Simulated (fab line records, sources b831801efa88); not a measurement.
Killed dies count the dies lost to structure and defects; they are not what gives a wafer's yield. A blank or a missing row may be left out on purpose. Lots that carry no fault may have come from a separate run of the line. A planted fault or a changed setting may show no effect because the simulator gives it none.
Chamber matching	flow sky130	SKY_VIA2_HDPCVD_00 on hdpcvd-02: 3 sister chambers
The step deposits SiO2, target thk 1180 nm, time 196.7 s. 6 wafers are shown with their chamber, then 7 later ones without.

WAFERS, EACH WITH ITS CHAMBER
wafer	chamber	run-length-s (s)
L784.4	0	224.5
L785.6	0	224.3
L795.3	1	224.5
L795.5	2	224.6
L804.4	1	224.5
L804.5	2	224.5

WAFERS WITH NO CHAMBER GIVEN
wafer	run-length-s (s)
L804.6	223.8
L807.1	224.6
L807.3	223.9
L807.6	224.1
L806.4	224.2
L806.5	224.1
L806.6	224.7

CHAMBER TAKEN BY EACH
wafer	from the rows above	in truth
L804.6	can't be placed: 0 or 1 or 2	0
L807.1	can't be placed: 2 or 1 or 0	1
L807.3	can't be placed: 0 or 1 or 2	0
L807.6	can't be placed: 0 or 1 or 2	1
L806.4	can't be placed: 0 or 1 or 2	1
L806.5	can't be placed: 0 or 1 or 2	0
L806.6	can't be placed: 2 or 1 or 0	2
Correctly placed: 0 of 7. Not placeable from these rows: 7 (in 7, the candidates include the true chamber). Number placed wrongly: 0.
How it was worked out, from the rows above alone: a wafer's distance from a chamber is the root of the sum, over the readings, of the square of ((its reading less the chamber's mean) divided by the reading's scatter). The wafer belongs to the nearest chamber; if the next one is less than 2 further off, it can't be placed. Each chamber's mean is taken over the wafers shown for it. The scatter: the root of (the sum of the squares of (reading less its chamber's mean) over the shown wafers, divided by (wafers less chambers)).
